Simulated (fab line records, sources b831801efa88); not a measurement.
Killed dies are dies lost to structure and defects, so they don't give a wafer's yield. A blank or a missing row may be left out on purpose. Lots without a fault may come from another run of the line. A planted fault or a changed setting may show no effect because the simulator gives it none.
A struck lot beside a sound one | flow sky130 | 43 steps out of a route of 708
Sound: wafers L536.3, L536.5, L536.6. Struck: wafers L542.2, L542.3, L542.6. The cause comes at the end.
At each step with rows: each side's tool, then ch and its chambers, then its first start. Under that, the readings that differ: sound wafers | struck wafers | difference of the means | sigmas: that difference in standard deviations of wafers without a fault.
alike: readings whose means differ by less than 2 such deviations, and words and numbers that are the same on both sides. not compared: withheld readings, readings that some wafer has no value for, bounds like >300 that may hide the same value, and numbers for which the record gives no deviation and whose values overlap.
The two part at a step that has a row with sigmas, a row that says differs or no value, or rows on one side only. Numbers that don't overlap but have no deviation are shown without sigmas and don't part them. A reading that every wafer of one side lacks parts them only if that side has two wafers or more.

SKY_LDD_P_OVL_MEAS_08:
  sound on overlay-01, day 21 03:10; struck on overlay-02, day 22 23:32
  alike: LDD_P_OVL
then, 1 step without rows for these wafers: SKY_LDD_P_IMPLANT_09.
SKY_LDD_P_STRIP_10: strips in O2/N2.
  sound on plasma_asher-01 ch 0,1, day 21 03:23; struck on plasma_asher-03 ch 1, day 22 23:43
  alike: chamber_pressure_mTorr, drypump_motor_current_A, oes_product_au, strip_time_to_endpoint_s
  not compared: rf_hours_counter_h
SKY_LDD_P_TW_MEAS_11:
  sound on film_metro-03, day 21 03:28; struck on film_metro-04, day 22 23:50
  reading  | sound       | struck      | difference | sigmas
  LDD_P_TW | 628 630 628 | 644 643 644 | +15        | +3
then, 7 steps without rows for these wafers: SKY_LDD_HVN_DEHYDRATE_00 (time 60 s); SKY_LDD_HVN_HMDS_01 (prime time 60 s); SKY_LDD_HVN_COAT_02 (resist thk 300 nm); SKY_LDD_HVN_SOFTBAKE_03 (time 60 s); SKY_LDD_HVN_EXPOSE_04 (exposes mask HVNTM, target cd 700 nm); SKY_LDD_HVN_PEB_05; SKY_LDD_HVN_DEVELOP_06 (develop time 60 s).
SKY_LDD_HVN_OVL_MEAS_07:
  sound on overlay-02, day 22 08:55; struck on overlay-01, day 24 06:04
  reading          | sound          | struck      | difference | sigmas
  LDD_HVN_OVL (nm) | -2.7 -3.8 -1.8 | 1.2 1.8 0.5 | +3.9       | +3
SKY_LDD_HVN_IMPLANT_08:
  sound on implanter-04 ch 0, day 22 08:59; struck on implanter-04 ch 0, day 24 06:07
  alike: end_station_pressure_torr
SKY_LDD_HVN_STRIP_09: strips in O2/N2.
  sound on plasma_asher-01 ch 0,1, day 22 09:07; struck on plasma_asher-04 ch 0,1, day 24 06:14
  reading                      | sound             | struck            | difference | sigmas
  strip_time_to_endpoint_s (s) | 4.157 4.129 4.158 | 4.120 4.109 4.121 | -0.031     | -2
  alike: chamber_pressure_mTorr, drypump_motor_current_A, oes_product_au
  not compared: rf_hours_counter_h
SKY_LDD_HVN_TW_MEAS_10:
  sound on film_metro-02, day 22 09:13; struck on film_metro-02, day 24 06:21
  reading    | sound          | struck         | difference | sigmas
  LDD_HVN_TW | 1464 1461 1460 | 1419 1422 1420 | -41        | -4
then, 7 steps without rows for these wafers: SKY_LDD_HVP_DEHYDRATE_00 (time 60 s); SKY_LDD_HVP_HMDS_01 (prime time 60 s); SKY_LDD_HVP_COAT_02 (resist thk 300 nm); SKY_LDD_HVP_SOFTBAKE_03 (time 60 s); SKY_LDD_HVP_EXPOSE_04 (exposes mask HVPTM, target cd 700 nm); SKY_LDD_HVP_PEB_05; SKY_LDD_HVP_DEVELOP_06 (develop time 60 s).
SKY_LDD_HVP_OVL_MEAS_07:
  sound on overlay-01, day 23 15:34; struck on overlay-01, day 25 11:18
  reading          | sound          | struck      | difference | sigmas
  LDD_HVP_OVL (nm) | -2.6 -1.7 -3.3 | 0.9 2.2 0.0 | +3.6       | +3
then, 1 step without rows for these wafers: SKY_LDD_HVP_IMPLANT_08.
SKY_LDD_HVP_STRIP_09: strips in O2/N2.
  sound on plasma_asher-01 ch 0,1, day 23 15:46; struck on plasma_asher-02 ch 0,1, day 25 11:29
  alike: chamber_pressure_mTorr, drypump_motor_current_A, oes_product_au, strip_time_to_endpoint_s
  not compared: rf_hours_counter_h
SKY_LDD_HVP_TW_MEAS_10:
  sound on film_metro-04, day 23 15:52; struck on film_metro-03, day 25 11:35
  alike: LDD_HVP_TW
then, 7 steps without rows for these wafers: SKY_LDD_LDN_DEHYDRATE_00 (time 60 s); SKY_LDD_LDN_HMDS_01 (prime time 60 s); SKY_LDD_LDN_COAT_02 (resist thk 1148 nm); SKY_LDD_LDN_SOFTBAKE_03 (time 60 s); SKY_LDD_LDN_EXPOSE_04 (exposes mask LDNTM, target cd 700 nm); SKY_LDD_LDN_PEB_05; SKY_LDD_LDN_DEVELOP_06 (develop time 60 s).
SKY_LDD_LDN_OVL_MEAS_07:
  sound on overlay-01, day 24 21:45; struck on overlay-02, day 26 16:12
  alike: LDD_LDN_OVL
then, 4 steps without rows for these wafers: SKY_LDD_LDN_IMPLANT_08; SKY_LDD_LDN_IMPLANT_09; SKY_LDD_LDN_IMPLANT_10; SKY_LDD_LDN_IMPLANT_11.
SKY_LDD_LDN_STRIP_12: strips in O2/N2.
  sound on plasma_asher-03 ch 0,1, day 24 22:25; struck on plasma_asher-03 ch 1, day 26 16:50
  alike: chamber_pressure_mTorr, drypump_motor_current_A, oes_product_au, strip_time_to_endpoint_s
  not compared: rf_hours_counter_h
SKY_LDD_LDN_TW_MEAS_13:
  sound on film_metro-01, day 24 22:30; struck on film_metro-04, day 26 16:56
  alike: LDD_LDN_TW
then, 2 steps without rows for these wafers: SKY_LDD_LDN_CLEAN_14 (cleans in SC1/SC2, time 150 s); SKY_SPACER_CVD_00 (deposits Si3N4 from DCS/NH3, target thk 43.1 nm, time 740 s).
-- the record jumps here: 22 days lie between the struck wafers' starts before and after (it left off in module SPACER and takes up again in module PAD_OPEN, whose first step shown is number 708 of the route) --
SKY_PAD_OPEN_PROBE_99:
  sound on prober-02, day 47 07:10; struck on prober-01, day 48 07:11
  reading                                        | sound                | struck               | difference | sigmas
  model.etest.tip_n_5v.rs_ohm_sq                 | 1401 1410 1397       | 1542 1565 1549       | +149       |
  model.etest.tip_n_5v.rs_ohm_sq_range           | 25.12 44.24 24.05    | 152.4 172.4 190.4    | +140.6     |
  model.etest.tip_n_5v.rs_ohm_sq_rim_less_centre | -3.412 -20.22 -1.398 | -61.64 -70.37 -69.33 | -58.77     |
  model.etest.nfet_g5v0d10v5.r_on_ohm_um         | 1897 1889 1899       | 1932 1961 1947       | +52        |
  alike: killed_at_M0_to_M3, killed_at_M4_up, killed_at_contacts, killed_at_front_end, killed_at_other, killed_dies, killed_open, killed_short
  not compared: model.etest.nfet_g5v0d10v5.vt_v_range

WHERE THEY PART
First at SKY_LDD_P_TW_MEAS_11; last, within this record, at SKY_LDD_HVP_OVL_MEAS_07. Later steps at which nothing parts them and some readings are alike: SKY_LDD_HVP_STRIP_09, SKY_LDD_HVP_TW_MEAS_10, SKY_LDD_LDN_OVL_MEAS_07, SKY_LDD_LDN_STRIP_12, SKY_LDD_LDN_TW_MEAS_13, SKY_PAD_OPEN_PROBE_99.

WHY: what the simulator had put in
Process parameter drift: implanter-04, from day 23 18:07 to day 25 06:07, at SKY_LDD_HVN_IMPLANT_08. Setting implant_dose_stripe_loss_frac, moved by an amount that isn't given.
